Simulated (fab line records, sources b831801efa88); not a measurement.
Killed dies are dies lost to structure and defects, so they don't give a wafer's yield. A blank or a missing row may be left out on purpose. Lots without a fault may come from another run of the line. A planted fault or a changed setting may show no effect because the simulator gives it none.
fab line records | flow sky130
record lots=5 wafers=15 last_day=50
route steps=708 shown VT_ADJUST_LVTN@111 VT_ADJUST_NCORE@119 VT_ADJUST_HVTR@131 PAD_OPEN@708
lots that met no fault: from a run of the same line without faults
start_h: hours from the record's first day to the start of the lot's first wafer shown | wait_h: hours since the lot's step before | " the same as in the row above | L1.1+2: a row that stands for several wafers | - no value, or no start given | * or withheld: withheld | < > ~ a bound
route shown NAME@n: a module of which the file shows steps, and the number in the route of the first | usual: mean/standard deviation of fault-free wafers | same: alike in all rows | chamber/n: place in a boat | sites: the reading at each site | _std_site: their standard deviation | _edge_site: outer sites' mean less inner sites' | radius_mm: how far each site lies from the wafer's centre | mask NAME#n: copy n | behind: the tool/chamber that last shaped the wafer | hold: why the lot was held/for how many hours/how that ended | device: the transistor (n, p or np) that didn't switch | end of line: the same wafers' tests at the end of the route | a step without rows: its recipe alone | killed: dies lost to structure and defects at the first sort, not the wafer's yield | map: a wafer's dies, x killed, . not, _ none there
set.NAME: the setting as run; set.NAME@STEP: as run at that earlier step | model.NAME: the simulator's own value behind a step, which no gauge read
lots at some steps of the route; a table a step, a row a wafer
services: from which hour (start_h, from the record's first day; less than 0 if before it) a tool's chamber was out of use, for how many hours, and why
## steps
# step SKY_VT_ADJUST_LVTN_SOFTBAKE_14
# recipe temp_c=90 time_s=60 resist=NOVOLAK
# step SKY_VT_ADJUST_LVTN_EXPOSE_15
# recipe mask_id=HVN_STD_DERIVED na=0.6 source_shape=conventional sigma_outer=0.6 polarization=unpolarized target_cd_nm=600 dose_mj=163
# step SKY_VT_ADJUST_LVTN_PEB_16
# recipe temp_c=withheld time_s=* resist=NOVOLAK
# step SKY_VT_ADJUST_LVTN_DEVELOP_17
# recipe resist=NOVOLAK developer=TMAH develop_time_s=60 dev_temp_c=23
# step SKY_VT_ADJUST_LVTN_OVL_MEAS_18
# usual VT_ADJUST_LVTN_01_OVL=0.3/1
# columns lot.wafer tool chamber start_h wait_h VT_ADJUST_LVTN_01_OVL[nm]
L686.1 overlay-01 - 159.58 0.1 0.8
L686.2 " - " " 1.3
L686.4 " - " " -0.8
L689.1 overlay-02 - 184.63 0.1 0.3
L689.3 " - " " 1.7
L689.4 " - " " 1.5
L691.1 overlay-01 - 196.93 0.1 0.4
L691.3 " - " " 0.4
L691.5 " - " " 1.4
L701.2 overlay-02 - 261.82 0.1 -1.4
L701.3 " - " " -1.3
L701.6 " - " " -1.1
L707.3 overlay-01 - 302.59 0.1 -0.4
L707.4 " - " " 1.0
L707.6 " - " " 0.4
# step SKY_VT_ADJUST_LVTN_IMPLANT_19
# recipe species=B energy_kev=29.48 dose_cm2=6.5e+11 tilt_deg=withheld
# step SKY_VT_ADJUST_LVTN_STRIP_20
# recipe chemistry=O2/N2 power_w=1400 pressure_mtorr=1500 platen_temp_c=withheld o2_flow_sccm=3000 n2_flow_sccm=300 overash_fraction=0.5
# usual drypump_motor_current_A=5.74/0.17 oes_product_au=0.716/0.0047 strip_time_to_endpoint_s=14.17/0.033
# columns lot.wafer tool chamber start_h wait_h drypump_motor_current_A oes_product_au rf_hours_counter_h strip_time_to_endpoint_s
L686.1 plasma_asher-02 0 159.76 0.1 5.64 0.714 50 14.19
L686.2 " 1 " " 5.53 0.719 50 14.16
L686.4 " 1 " " 5.52 0.707 - 14.18
L689.1 plasma_asher-04 0 184.81 0.1 5.78 0.713 45 14.17
L689.3 " 1 " " 5.74 0.717 - 14.17
L689.4 " 0 " " 5.78 0.715 - 14.17
L691.1 plasma_asher-01 0 197.11 0.1 6.09 0.717 38 14.14
L691.3 " 0 " " 6.11 0.713 - 14.16
L691.5 " 0 " " 6.09 0.719 - 14.15
L701.2 plasma_asher-04 0 262.00 0.1 5.80 0.717 53 14.15
L701.3 " 1 " " 5.76 0.717 - 14.13
L701.6 " 1 " " 5.75 0.712 - 14.18
L707.3 plasma_asher-04 0 302.79 0.1 5.80 0.708 - 14.16
L707.4 " 1 " " 5.76 0.720 - 14.25
L707.6 " 0 " " 5.81 0.715 - 14.21
# step SKY_VT_ADJUST_LVTN_TW_MEAS_21
# usual VT_ADJUST_LVTN_2_TW=188.3/1.2
# columns lot.wafer tool chamber start_h wait_h VT_ADJUST_LVTN_2_TW
L686.1 film_metro-01 - 159.86 0.1 189.3
L686.2 " - " " 189.3
L686.4 " - " " 189.5
L689.1 film_metro-02 - 184.91 0.1 186.4
L689.3 " - " " 186.6
L689.4 " - " " 186.1
L691.1 film_metro-02 - 197.21 0.1 188.0
L691.3 " - " " 188.4
L691.5 " - " " 188.0
L701.2 film_metro-01 - 262.11 0.1 187.3
L701.3 " - " " 188.4
L701.6 " - " " 188.3
L707.3 film_metro-03 - 302.88 0.1 188.0
L707.4 " - " " 187.8
L707.6 " - " " 188.8
# step SKY_VT_ADJUST_NCORE_DEHYDRATE_00
# recipe temp_c=200 time_s=60
# step SKY_VT_ADJUST_NCORE_HMDS_01
# recipe prime_time_s=60 prime_temp_c=120
# step SKY_VT_ADJUST_NCORE_COAT_02
# recipe resist=NOVOLAK spin_rpm=3000 resist_thk_nm=1140
# step SKY_VT_ADJUST_NCORE_SOFTBAKE_03
# recipe temp_c=90 time_s=60 resist=NOVOLAK
# step SKY_VT_ADJUST_NCORE_EXPOSE_04
# recipe mask_id=LVTN_COMPLEMENT_THIN na=0.6 source_shape=conventional sigma_outer=0.6 polarization=unpolarized target_cd_nm=380 dose_mj=139
# usual focus_offset_nm=0.0/0.5
# same sigma_outer=0.6
# columns lot.wafer tool chamber start_h wait_h mask focus_offset_nm
L686.1 iline_stepper-01 0 170.47 - LVTN_COMPLEMENT_THIN#0 0.5
L686.2 " 0 " " LVTN_COMPLEMENT_THIN#0 0.4
L686.4 " 0 " " LVTN_COMPLEMENT_THIN#0 0.3
L689.1 iline_stepper-02 0 195.39 - LVTN_COMPLEMENT_THIN#0 0.4
L689.3 " 0 " " LVTN_COMPLEMENT_THIN#0 -0.2
L689.4 " 0 " " LVTN_COMPLEMENT_THIN#0 0.3
L691.1 iline_stepper-02 0 206.69 - HVN_STD_DERIVED#0 0.4
L691.3 " 0 " " HVN_STD_DERIVED#0 1.1
L691.5 " 0 " " HVN_STD_DERIVED#0 0.3
L701.2 iline_stepper-01 0 274.59 - LVTN_COMPLEMENT_THIN#0 -0.1
L701.3 " 0 " " LVTN_COMPLEMENT_THIN#0 0.2
L701.6 " 0 " " LVTN_COMPLEMENT_THIN#0 0.3
L707.3 iline_stepper-01 0 315.70 - LVTN_COMPLEMENT_THIN#0 0.0
L707.4 " 0 " " LVTN_COMPLEMENT_THIN#0 0.4
L707.6 " 0 " " LVTN_COMPLEMENT_THIN#0 -0.7
# step SKY_VT_ADJUST_NCORE_PEB_05
# recipe temp_c=withheld time_s=* resist=NOVOLAK
# step SKY_VT_ADJUST_NCORE_DEVELOP_06
# recipe resist=NOVOLAK developer=TMAH develop_time_s=60 dev_temp_c=23
# step SKY_VT_ADJUST_NCORE_CD_MEAS_07
# recipe target_cd_nm=380
# usual cd_nm=379.1/2.6
# columns lot.wafer tool chamber start_h wait_h cd_nm
L686.1 cd_sem-01 - 180.18 0.1 379.3
L686.2 " - " " 379.6
L686.4 " - " " 378.9
L689.1 cd_sem-01 - 204.88 0.1 377.7
L689.3 " - " " 377.8
L689.4 " - " " 379.9
L691.1 cd_sem-01 - 217.42 0.1 -
L691.3 " - " " -
L691.5 " - " " -
L701.2 cd_sem-02 - 287.45 0.1 383.2
L701.3 " - " " 382.6
L701.6 " - " " 382.9
L707.3 cd_sem-02 - 328.88 0.1 379.1
L707.4 " - " " 379.8
L707.6 " - " " 379.8
# step SKY_VT_ADJUST_NCORE_OVL_MEAS_08
# usual VT_ADJUST_NCORE_OVL=-0.6/1.4
# columns lot.wafer tool chamber start_h wait_h VT_ADJUST_NCORE_OVL[nm]
L686.1 overlay-02 - 180.30 0.1 1.4
L686.2 " - " " 0.4
L686.4 " - " " -0.5
L689.1 overlay-02 - 205.00 0.1 -0.7
L689.3 " - " " 0.1
L689.4 " - " " -1.6
L691.1 overlay-01 - 217.54 0.1 -
L691.3 " - " " -
L691.5 " - " " -
L701.2 overlay-01 - 287.55 0.1 -4.1
L701.3 " - " " -1.7
L701.6 " - " " -3.9
L707.3 overlay-02 - 328.98 0.1 -0.3
L707.4 " - " " -0.6
L707.6 " - " " -1.1
# step SKY_VT_ADJUST_NCORE_IMPLANT_09
# recipe species=B energy_kev=10 dose_cm2=2.4e+12 tilt_deg=withheld
# step SKY_VT_ADJUST_NCORE_STRIP_10
# recipe chemistry=O2/N2 power_w=1400 pressure_mtorr=1500 platen_temp_c=withheld o2_flow_sccm=3000 n2_flow_sccm=300 overash_fraction=0.5
# usual drypump_motor_current_A=5.6/0.32 oes_product_au=0.715/0.0041 strip_time_to_endpoint_s=14.19/0.033
# columns lot.wafer tool chamber start_h wait_h drypump_motor_current_A oes_product_au rf_hours_counter_h strip_time_to_endpoint_s
L686.1 plasma_asher-01 0 180.48 0.1 6.1 0.711 37 14.16
L686.2 " 1 " " 5.6 0.715 37 14.18
L686.4 " 0 " " 6.1 0.716 - 14.17
L689.1 plasma_asher-01 0 205.18 0.1 6.1 0.711 39 14.22
L689.3 " 1 " " 5.6 0.720 - 14.17
L689.4 " 0 " " 6.1 0.717 - 14.18
L691.1 plasma_asher-01 1 217.72 0.1 5.6 0.717 40 14.18
L691.3 " 0 " " 6.1 0.714 - 14.22
L691.5 " 0 " " 6.1 0.714 - 14.14
L701.2 plasma_asher-01 1 287.73 0.1 5.6 0.717 47 14.20
L701.3 " 0 " " 6.1 0.711 - 14.23
L701.6 " 0 " " 6.1 0.714 - 14.22
L707.3 plasma_asher-03 1 329.18 0.1 5.1 0.704 - 14.19
L707.4 " 0 " " 5.4 0.713 - 14.17
L707.6 " 0 " " 5.4 0.716 - 14.20
# step SKY_VT_ADJUST_NCORE_TW_MEAS_11
# usual VT_ADJUST_NCORE_TW=219.9/1.7
# columns lot.wafer tool chamber start_h wait_h VT_ADJUST_NCORE_TW
L686.1 film_metro-04 - 180.58 0.1 218.3
L686.2 " - " " 218.2
L686.4 " - " " 219.4
L689.1 film_metro-02 - 205.28 0.1 219.3
L689.3 " - " " 218.7
L689.4 " - " " 218.9
L691.1 film_metro-04 - 217.82 0.1 29.9
L691.3 " - " " 29.9
L691.5 " - " " 30.0
L701.2 film_metro-01 - 287.84 0.1 223.0
L701.3 " - " " 222.8
L701.6 " - " " 223.2
L707.3 film_metro-01 - 329.27 0.1 222.1
L707.4 " - " " 221.8
L707.6 " - " " 221.3
# step SKY_VT_ADJUST_HVTR_DEHYDRATE_00
# recipe temp_c=200 time_s=60
# step SKY_PAD_OPEN_PROBE_99
# columns lot.wafer tool chamber start_h wait_h model.etest.pfet_16v.r_on_ohm_um model.etest.nfet_16v.r_on_ohm_um model.etest.pfet_g5v0d10v5.r_on_ohm_um model.etest.tip_p.rs_ohm_sq model.etest.pfet_01v8.r_on_ohm_um model.etest.tip_p_5v.rs_ohm_sq model.etest.pfet_g5v0d10v5.drive_ua_um model.etest.sram_nfet_pass.drive_ua_um
L686.1 prober-02 - 1075.82 0.1 1.507e+04 1.428e+04 4775 6922 2886 2922 335.6 510.8
L686.2 prober-02 - 1075.87 0.1 1.533e+04 1.432e+04 4752 6937 2907 2894 340.9 515.1
L686.4 prober-02 - 1075.97 0.2 1.516e+04 1.426e+04 4712 6895 2783 2915 342.6 520.8
L689.1 prober-01 - 1098.47 0.1 1.503e+04 1.435e+04 4816 6917 3070 2895 335.4 474.4
L689.3 prober-01 - 1098.57 0.2 1.492e+04 1.435e+04 4833 6932 2947 2918 331.5 480
L689.4 prober-01 - 1098.62 0.2 1.497e+04 1.429e+04 4784 6936 2991 2903 337.1 480.6
L691.1 prober-01 - 1111.08 0.1 1.681e+04 1.25e+04 6069 7609 3298 3152 242.1 556.6
L691.3 prober-01 - 1111.18 0.2 1.65e+04 1.24e+04 6068 7715 3268 3122 244.5 568.3
L691.5 prober-01 - 1111.28 0.2 1.688e+04 1.25e+04 6124 7662 3303 3123 240.7 582.1
L701.2 prober-02 - 1168.16 0.1 1.495e+04 1.427e+04 4754 6934 2825 2891 337.8 507.8
L701.3 prober-02 - 1168.21 0.2 1.5e+04 1.418e+04 4788 6887 2854 2888 334.9 498.1
L701.6 prober-02 - 1168.36 0.2 1.52e+04 1.434e+04 4881 6902 2910 2903 332.8 507.4
L707.3 prober-01 - 1196.42 0.2 1.54e+04 1.424e+04 4818 6970 2861 2912 333.2 475.4
L707.4 prober-01 - 1196.47 0.2 1.527e+04 1.425e+04 4843 6930 2860 2927 331.7 477
L707.6 prober-01 - 1196.57 0.2 1.535e+04 1.416e+04 4855 6951 2898 2923 330 490.8
# killed by level:class
L686.1 VIA1:geometric_particle:open=10 LI_CONTACT:geometric_particle:open=8 CONTACT:geometric_particle:open=7 POLY_GATE:geometric_particle:short=6 METAL1:geometric_particle:short=6 METAL2:geometric_particle:short=6 POLY_GATE:geometric_particle:open=5 LOCAL_INTERCONNECT:geometric_particle:short=5
L686.2 CONTACT:geometric_particle:open=14 VIA1:geometric_particle:open=14 LI_CONTACT:geometric_particle:open=6 VIA2:geometric_particle:open=6 VIA3:geometric_particle:open=6 METAL2:geometric_particle:short=5 FIELD_ISO:geometric_particle:open=4 LOCAL_INTERCONNECT:geometric_particle:short=4
L686.4 CONTACT:geometric_particle:open=11 VIA1:geometric_particle:open=9 METAL1:geometric_particle:short=8 FIELD_ISO:geometric_particle:open=5 POLY_GATE:geometric_particle:short=5 VIA1:geometric_particle:short=5 VIA3:geometric_particle:open=5 LI_CONTACT:geometric_particle:open=3
L689.1 CONTACT:geometric_particle:open=12 VIA3:geometric_particle:open=8 LI_CONTACT:geometric_particle:open=8 VIA2:geometric_particle:open=8 VIA1:geometric_particle:open=6 POLY_GATE:geometric_particle:short=4 LI_CONTACT:geometric_particle:short=4 CONTACT:geometric_particle:short=4
L689.3 CONTACT:geometric_particle:open=13 VIA1:geometric_particle:open=9 LI_CONTACT:geometric_particle:open=6 METAL1:geometric_particle:short=5 CONTACT:geometric_particle:short=5 METAL1:geometric_particle:open=4 LI_CONTACT:geometric_particle:short=4 LOCAL_INTERCONNECT:geometric_particle:short=4
L689.4 VIA1:geometric_particle:open=9 CONTACT:geometric_particle:open=9 LI_CONTACT:geometric_particle:open=8 METAL4:geometric_particle:short=6 LOCAL_INTERCONNECT:geometric_particle:short=6 METAL3:geometric_particle:short=6 VIA3:geometric_particle:open=5 LI_CONTACT:geometric_particle:short=4
L701.2 VIA2:geometric_particle:open=13 VIA1:geometric_particle:open=9 LI_CONTACT:geometric_particle:open=8 FIELD_ISO:geometric_particle:open=5 POLY_GATE:geometric_particle:open=5 POLY_GATE:geometric_particle:short=5 CONTACT:geometric_particle:short=5 VIA1:geometric_particle:short=5
L701.3 VIA1:geometric_particle:open=17 CONTACT:geometric_particle:open=9 VIA2:geometric_particle:open=6 LI_CONTACT:geometric_particle:open=5 VIA3:geometric_particle:open=5 METAL3:geometric_particle:short=4 LI_CONTACT:geometric_particle:short=4 VIA3:geometric_particle:short=4
L701.6 CONTACT:geometric_particle:open=9 VIA1:geometric_particle:open=8 LOCAL_INTERCONNECT:geometric_particle:short=6 METAL2:geometric_particle:short=5 FIELD_ISO:geometric_particle:open=4 FIELD_ISO:geometric_particle:short=4 VIA3:geometric_particle:open=4 POLY_GATE:geometric_particle:short=3
L707.3 CONTACT:geometric_particle:open=12 METAL1:geometric_particle:short=10 VIA3:geometric_particle:open=9 LI_CONTACT:geometric_particle:open=8 METAL2:geometric_particle:short=6 VIA2:geometric_particle:open=6 VIA3:geometric_particle:short=6 VIA1:geometric_particle:open=5
L707.4 CONTACT:geometric_particle:open=14 LI_CONTACT:geometric_particle:open=10 VIA1:geometric_particle:open=6 METAL1:geometric_particle:short=6 VIA3:geometric_particle:short=5 METAL2:geometric_particle:short=4 VIA2:geometric_particle:open=4 LOCAL_INTERCONNECT:geometric_particle:short=3
L707.6 VIA1:geometric_particle:open=12 VIA3:geometric_particle:open=10 VIA2:geometric_particle:open=9 CONTACT:geometric_particle:open=6 POLY_GATE:geometric_particle:short=5 LOCAL_INTERCONNECT:geometric_particle:short=5 CONTACT:geometric_particle:short=4 LI_CONTACT:geometric_particle:open=3
## services
# columns tool chamber start_h hours kind
plasma_asher-01 - 155.26 11.5 repair
iline_stepper-02 - 164.75 1.7 pm
iline_stepper-02 - 170.59 4.4 pm
iline_stepper-01 - 186.83 4.3 pm
plasma_asher-02 - 228.71 2.8 pm
plasma_asher-04 - 245.45 0.6 repair
iline_stepper-01 - 284.43 1.7 pm
iline_stepper-02 - 302.32 10.5 repair
plasma_asher-03 - 320.34 0.4 repair
plasma_asher-01 - 320.75 5.1 repair
iline_stepper-01 - 324.65 2.1 pm
iline_stepper-01 - 326.73 - consumable_replace:lamp
## key
first_sign step=SKY_VT_ADJUST_NCORE_EXPOSE_04 reading=mask direction=changed
effect step=SKY_VT_ADJUST_NCORE_CD_MEAS_07 reading=cd_nm direction=missing
effect step=SKY_VT_ADJUST_NCORE_OVL_MEAS_08 reading=VT_ADJUST_NCORE_OVL direction=missing
effect step=SKY_VT_ADJUST_NCORE_TW_MEAS_11 reading=VT_ADJUST_NCORE_TW direction=down sigmas=99+ usual=219.9 struck=29.9
model_effect step=SKY_PAD_OPEN_PROBE_99 value=etest.pfet_16v.r_on_ohm_um without=1.506e+04 struck=1.673e+04
met_at SKY_VT_ADJUST_NCORE_EXPOSE_04
struck_wafers L691.1,L691.3,L691.5
sort_left_out L691.1,L691.3,L691.5
tester_left_out L691
onset_between 195.39 206.69
fault kind=wrong_mask tool=any chamber=- onset_h=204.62 steps=SKY_VT_ADJUST_NCORE_EXPOSE_04 aux_copy=HVN_STD_DERIVED#0 scope=struck_lots_only
# tester_left_out: of these lots the tester's yield and bins aren't shown, on N5 and GAA mostly nor the transistor test; their killed dies are dies lost to structure and defects alone, not to doping, threshold or leakage, so they don't give the yield
# sort_left_out: the simulated sort isn't trusted on such a fault, so these wafers' sort isn't shown, and their yield isn't known
